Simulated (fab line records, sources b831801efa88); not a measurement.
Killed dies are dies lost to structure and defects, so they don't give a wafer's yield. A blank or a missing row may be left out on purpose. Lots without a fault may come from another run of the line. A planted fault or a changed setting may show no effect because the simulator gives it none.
Which tool did it? | flow gf180mcu | 7 lots, 21 wafers sampled, at 1 step of a route of 602

WHAT THE GAUGES READ, wafer by wafer
GF_HV_LDD_OVL_MEAS_32.
lot  | measured     | on         | HV_LDD_02_OVL (nm)
L634 | day 11 21:11 | overlay-02 | -2.2 -2.4 -1.8
L636 | day 12 09:05 | overlay-02 | 0.3 -1.1 -1.0
L638 | day 13 03:23 | overlay-02 | -1.3 -1.7 -1.0
L641 | day 14 07:32 | overlay-01 | 0.7 0.5 0.1
L643 | day 14 20:35 | overlay-02 | -2.5 -2.6 -4.4
L648 | day 16 17:35 | overlay-02 | -2.2 -3.5 -2.4
L653 | day 18 00:56 | overlay-02 | -3.5 -3.1 -4.3

WHICH TOOL RAN EACH LOT (tool, then ch and the chambers of the sampled wafers, then the start)
The record holds no process step before these readings.

THE ANSWER, worked out from the rows above alone
Rule: what is usual is taken from the lots themselves. Put in order of their means at a reading, lots are off if they are a third of the lots or fewer, leave a main group of 4 or more, and stand apart from it by a gap of 3 or more times the standard deviation of the main group's means; of several such gaps the widest counts. A main group whose means are all the same, to the digits that the tables above print for the reading, isn't used. A lot without any number at a reading at which 4 lots or more have one is off too. The other lots that the step has rows for count as sound.
No lot is off at any reading shown: from this, nothing can be told.

WHAT THE SIMULATOR HAD PUT IN
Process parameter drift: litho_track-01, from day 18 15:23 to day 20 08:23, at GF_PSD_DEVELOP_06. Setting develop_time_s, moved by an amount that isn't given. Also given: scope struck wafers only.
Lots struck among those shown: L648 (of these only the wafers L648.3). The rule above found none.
